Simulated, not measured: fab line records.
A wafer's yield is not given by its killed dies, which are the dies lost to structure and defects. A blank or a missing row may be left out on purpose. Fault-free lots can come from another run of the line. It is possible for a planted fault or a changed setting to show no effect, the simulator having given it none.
fab line records -- flow sfq-line
record: lots: 15, wafers: 45, last-day: 91
route steps=325 shown I2@104
lots that met no fault: taken from a fault-free run of the same line
start-h: start of the lot's first displayed wafer, in hours after the record's first day -- wait-h: how many hours have passed since the lot's step before this one -- " as in the row above -- L1.1+2: a row that stands for several wafers -- - no value, or no start was given -- * or withheld: withheld -- < > ~ a bound
route shown NAME@n: NAME is a module with steps in the file, n the number in the route of the first one -- usual: the fault-free wafers' mean and standard deviation -- same: alike in all rows -- chamber/n: place in a boat -- sites: per-site readings -- _std_site: standard deviation of those values -- _edge_site: inner sites' mean taken away from outer sites' mean -- radius-mm: how far each site lies from the wafer's centre -- mask NAME#n: copy n -- behind: the most recent tool/chamber to have shaped the wafer -- hold: what put the lot on hold/how long, in hours/how the hold closed -- device: the n, p or np transistor that did not switch -- end of line: at the end of the route, the tests of the same wafers -- for a step that has no rows: nothing shown but its recipe -- killed: the dies lost at the first sort to structure and to defects; this is not the yield of the wafer -- map: the dies of a wafer, with x for killed, . for not killed, _ for no die there
set.NAME: the setting the step ran with; set.NAME@STEP: the setting that earlier step ran with -- model.NAME: the simulator's own value behind a step, which no gauge read
the route's steps for a sample of lots (tables are steps, rows are wafers)
services: a tool's chamber out of use, with start hour (start-h, from the record's first day; less than 0 if before it), hours out, and reason
== steps ==
step: SFQ_TRILAYER_I2_CMP_CMP_064
recipe: material: SiO2, down-force-psi: 3, platen-rpm: 60, pad-velocity-m-s: 0.94248
usual: motor-current-A: 9.8/0.86, slurry-flow-ml-min: 150.0/0.47, time-to-endpoint-s: 216/7
lot.wafer,tool,chamber,start-h,wait-h,motor-current-A,slurry-flow-ml-min,time-to-endpoint-s
L726.1,cmp-02,1,810.13,9.9,10.4,149.6,211
L726.4,cmp-02,2,810.13,9.9,9.3,149.9,215
L726.6,cmp-02,0,811.63,11.4,10.1,149.9,222
L728.4,cmp-02,3,818.13,3.5,11.0,150.5,231
L728.2,cmp-02,0,818.13,3.5,10.8,150.9,230
L728.1,cmp-02,2,819.63,5.0,9.5,149.6,220
L729.3,cmp-02,1,837.83,1.5,10.3,149.8,217
L729.5,cmp-02,2,837.83,1.5,9.5,150.1,224
L729.6,cmp-02,3,837.83,1.5,10.9,150.1,227
L730.3,cmp-02,1,842.83,0.5,10.5,150.0,207
L730.2,cmp-02,2,842.83,0.5,9.5,149.5,211
L730.1,cmp-02,3,842.83,0.5,11.1,150.3,211
L731.3,cmp-01,1,870.94,2.5,9.3,150.4,215
L731.1,cmp-01,0,872.44,4.0,8.4,150.2,213
L731.6,cmp-01,1,872.44,4.0,8.6,149.7,222
L732.1,cmp-02,0,878.08,1.0,9.5,150.3,211
L732.4,cmp-02,1,878.08,1.0,10.2,150.7,216
L732.5,cmp-02,2,878.08,1.0,10.4,149.5,286
L733.3,cmp-02,0,883.18,1.5,9.7,150.2,215
L733.6,cmp-02,1,883.18,1.5,10.9,150.9,289
L733.5,cmp-02,2,883.18,1.5,10.2,150.2,279
L734.4,cmp-02,0,885.28,0.0,9.9,149.2,211
L734.5,cmp-02,0,887.28,2.0,9.6,149.8,275
L734.6,cmp-02,1,887.28,2.0,10.2,149.6,285
L742.2,cmp-02,2,977.16,1.0,9.5,149.9,216
L742.4,cmp-02,1,978.66,2.5,10.3,149.8,220
L742.6,cmp-02,2,978.66,2.5,10.1,149.2,211
L743.4,cmp-01,0,997.98,0.2,8.2,149.9,218
L743.5,cmp-01,0,999.98,2.2,8.3,149.9,215
L743.6,cmp-01,1,999.98,2.2,9.0,150.6,218
L744.1,cmp-01,3,1026.74,1.0,10.4,150.2,224
L744.5,cmp-01,1,1027.74,2.0,8.9,149.8,227
L744.6,cmp-01,2,1027.74,2.0,9.9,150.3,226
L745.1,cmp-01,3,1039.16,1.0,9.5,150.2,217
L745.4,cmp-01,0,1039.16,1.0,8.3,150.2,216
L745.6,cmp-01,1,1039.16,1.0,9.1,149.9,215
L746.1,cmp-02,2,1049.96,1.0,9.8,149.9,200
L746.6,cmp-02,0,1050.96,2.0,9.9,150.1,216
L746.5,cmp-02,1,1050.96,2.0,9.7,149.6,210
L747.4,cmp-01,0,1051.86,0.5,8.8,150.2,224
L747.2,cmp-01,2,1052.86,1.5,9.5,150.2,221
L747.5,cmp-01,3,1052.86,1.5,9.7,149.8,225
L748.4,cmp-01,1,1061.47,0.5,9.4,149.8,210
L748.2,cmp-01,2,1061.47,0.5,9.1,149.5,197
L748.5,cmp-01,0,1062.97,2.0,8.2,150.3,201
step: SFQ_TRILAYER_I2_METRO_MEASURE_065
usual: thk-nm: 200.0/0.98
lot.wafer,tool,chamber,start-h,wait-h,thk-nm
L726.1,film-metro-01,-,812.25,0.1,201.1
L726.4,film-metro-01,-,812.25,0.1,201.0
L726.6,film-metro-01,-,812.25,0.1,200.4
L728.1,film-metro-01,-,821.25,0.1,200.1
L728.2,film-metro-01,-,821.25,0.1,201.8
L728.4,film-metro-01,-,821.25,0.1,201.7
L729.3,film-metro-01,-,839.85,0.5,200.4
L729.5,film-metro-01,-,839.85,0.5,199.9
L729.6,film-metro-01,-,839.85,0.5,201.2
L730.1,film-metro-01,-,845.45,0.1,199.8
L730.2,film-metro-01,-,845.45,0.1,199.8
L730.3,film-metro-01,-,845.45,0.1,199.0
L731.1,film-metro-01,-,874.06,0.1,199.3
L731.3,film-metro-01,-,874.06,0.1,199.7
L731.6,film-metro-01,-,874.06,0.1,199.9
L732.1,film-metro-04,-,880.20,0.1,200.4
L732.4,film-metro-04,-,880.20,0.1,200.8
L732.5,film-metro-04,-,880.20,0.1,308.4
L733.3,film-metro-04,-,885.20,0.5,198.9
L733.5,film-metro-04,-,885.20,0.5,306.2
L733.6,film-metro-04,-,885.20,0.5,310.5
L734.4,film-metro-02,-,889.00,0.6,199.7
L734.5,film-metro-02,-,889.00,0.6,304.2
L734.6,film-metro-02,-,889.00,0.6,307.5
L742.2,film-metro-04,-,980.48,0.3,199.2
L742.4,film-metro-04,-,980.48,0.3,199.4
L742.6,film-metro-04,-,980.48,0.3,198.7
L743.4,film-metro-04,-,1001.70,0.6,199.5
L743.5,film-metro-04,-,1001.70,0.6,200.6
L743.6,film-metro-04,-,1001.70,0.6,200.4
L744.1,film-metro-01,-,1028.86,0.1,199.8
L744.5,film-metro-01,-,1028.86,0.1,201.5
L744.6,film-metro-01,-,1028.86,0.1,201.0
L745.1,film-metro-02,-,1041.28,0.1,198.6
L745.4,film-metro-02,-,1041.28,0.1,199.9
L745.6,film-metro-02,-,1041.28,0.1,199.8
L746.1,film-metro-01,-,1052.08,0.1,198.4
L746.5,film-metro-01,-,1052.08,0.1,197.9
L746.6,film-metro-01,-,1052.08,0.1,199.2
L747.2,film-metro-04,-,1054.68,0.3,200.2
L747.4,film-metro-04,-,1054.68,0.3,199.3
L747.5,film-metro-04,-,1054.68,0.3,200.0
L748.2,film-metro-01,-,1064.29,0.3,199.1
L748.4,film-metro-01,-,1064.29,0.3,200.3
L748.5,film-metro-01,-,1064.29,0.3,199.5
step: SFQ_TRILAYER_I2_VIA_ETCH_VIA_ETCH_070
recipe: target: SiO2, stop-on: Nb, mask-material: PR, taper-deg: 20, chemistry: CHF3, target-depth-nm: 260, source-w: 500, bias-w: 80, pressure-mtorr: 30, time-s: withheld
usual: drypump-motor-current-A: 5.7/0.41, oes-product-au: 0.855/0.0052, rf-fwd-power-W: 498.1/1.4
lot.wafer,tool,chamber,start-h,wait-h,drypump-motor-current-A,oes-product-au,rf-fwd-power-W
L726.1,rie-diel-03,0,958.36,0.0,5.6,0.855,495.2
L726.4,rie-diel-03,1,958.36,0.0,5.6,0.865,498.7
L726.6,rie-diel-03,0,958.36,0.0,5.6,0.857,496.4
L728.1,rie-diel-03,0,970.36,0.0,5.5,0.852,495.5
L728.2,rie-diel-03,1,970.36,0.0,5.6,0.864,498.1
L728.4,rie-diel-03,1,970.36,0.0,5.6,0.861,499.3
L729.3,rie-diel-02,0,989.56,0.0,6.0,0.857,498.6
L729.5,rie-diel-02,1,989.56,0.0,5.1,0.852,497.2
L729.6,rie-diel-02,2,989.56,0.0,5.9,0.862,499.4
L730.1,rie-diel-03,0,995.56,0.0,5.5,0.845,496.9
L730.2,rie-diel-03,1,995.56,0.0,5.6,0.844,500.8
L730.3,rie-diel-03,3,995.56,0.0,5.7,0.851,497.1
L731.1,rie-diel-02,1,1028.76,0.0,5.1,0.863,498.9
L731.3,rie-diel-02,3,1028.76,0.0,6.2,0.853,499.7
L731.6,rie-diel-02,3,1028.76,0.0,6.2,0.852,497.7
L732.1,rie-diel-04,1,1031.16,0.0,6.2,0.852,499.6
L732.4,rie-diel-04,3,1031.16,0.0,5.9,0.857,497.1
L732.5,rie-diel-04,3,1031.16,0.0,5.9,1.015,497.0
L733.3,rie-diel-02,3,1035.96,0.0,6.2,0.854,498.4
L733.5,rie-diel-02,0,1035.96,0.0,5.9,1.002,495.5
L733.6,rie-diel-02,1,1035.96,0.0,5.2,0.988,498.1
L734.4,rie-diel-04,2,1039.56,0.0,5.5,0.854,494.9
L734.5,rie-diel-04,1,1039.56,0.0,6.2,0.995,498.3
L734.6,rie-diel-04,0,1039.56,0.0,5.5,0.991,500.2
L742.2,rie-diel-02,0,1132.09,0.0,5.9,0.853,498.2
L742.4,rie-diel-02,1,1132.09,0.0,5.2,0.859,500.3
L742.6,rie-diel-02,2,1132.09,0.0,5.9,0.839,498.3
L743.4,rie-diel-02,2,1153.69,0.0,5.9,0.861,498.7
L743.5,rie-diel-02,3,1153.69,0.0,6.2,0.856,499.9
L743.6,rie-diel-02,0,1153.69,0.0,5.9,0.861,498.9
L744.1,rie-diel-02,3,1180.35,0.0,6.2,0.850,496.1
L744.5,rie-diel-02,2,1180.35,0.0,5.9,0.857,495.8
L744.6,rie-diel-02,3,1180.35,0.0,6.2,0.856,498.4
L745.1,rie-diel-02,2,1194.98,0.0,5.9,0.850,498.7
L745.4,rie-diel-02,3,1194.98,0.0,6.2,0.850,498.5
L745.6,rie-diel-02,2,1194.98,0.0,5.9,0.857,499.1
L746.1,rie-diel-03,3,1204.58,0.0,5.8,0.849,499.5
L746.5,rie-diel-03,2,1204.58,0.0,4.7,0.848,499.1
L746.6,rie-diel-03,1,1204.58,0.0,5.6,0.848,497.3
L747.2,rie-diel-02,2,1206.98,0.0,5.9,0.848,497.7
L747.4,rie-diel-02,0,1206.98,0.0,5.9,0.855,498.2
L747.5,rie-diel-02,2,1206.98,0.0,5.9,0.854,497.7
L748.2,rie-diel-04,1,1215.38,0.0,6.2,0.848,497.5
L748.4,rie-diel-04,3,1215.38,0.0,5.9,0.850,498.5
L748.5,rie-diel-04,3,1215.38,0.0,5.9,0.851,499.0
== services ==
tool,chamber,start-h,hours,kind
cmp-02,-,792.69,1.4,repair
rie-diel-02,0,814.74,10.0,repair
cmp-02,-,848.38,1.2,repair
film-metro-01,-,852.90,0.6,pm
rie-diel-02,0,881.29,5.5,repair
film-metro-01,-,896.88,0.6,pm
cmp-02,-,925.01,2.5,repair
cmp-02,-,927.47,4.0,pm
cmp-02,-,965.83,2.3,repair
cmp-02,-,983.16,11.4,pm
cmp-02,-,1010.37,0.5,repair
film-metro-01,-,1017.34,0.6,pm
cmp-02,-,1063.69,5.4,pm
cmp-02,-,1090.92,1.8,repair
film-metro-01,-,1097.90,0.9,pm
rie-diel-02,1,1098.04,6.2,repair
cmp-02,-,1110.06,2.0,repair
rie-diel-02,3,1115.20,6.7,repair
rie-diel-02,-,1138.16,2.8,pm
film-metro-01,-,1141.88,1.8,pm
film-metro-01,-,1173.87,0.6,pm
cmp-02,-,1191.12,0.7,repair
cmp-02,-,1200.19,3.5,pm
cmp-02,-,1206.43,0.7,repair
== key ==
first-sign: step: SFQ_TRILAYER_I2_CMP_CMP_064, reading: time-to-endpoint-s, direction: up, sigmas: 9.5, usual: *, struck: *
effect: step: SFQ_TRILAYER_I2_METRO_MEASURE_065, reading: thk-nm, direction: up, sigmas: 99+, usual: 200.0, struck: 307.4
effect: step: SFQ_TRILAYER_I2_VIA_ETCH_VIA_ETCH_070, reading: oes-product-au, direction: up, sigmas: 28, usual: 0.855, struck: 0.998
met-at SFQ_TRILAYER_I2_CMP_CMP_064
struck-lots L732,L733,L734
struck-wafers L732.5,L733.5,L733.6,L734.5,L734.6
fault: kind: process-parameter-drift, tool: cmp-02, chamber: -, onset-h: 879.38, steps: SFQ_TRILAYER_I2_CMP_CMP_064, channel: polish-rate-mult, offset: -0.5, shape: step, end-h: 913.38, scope: struck-wafers-only
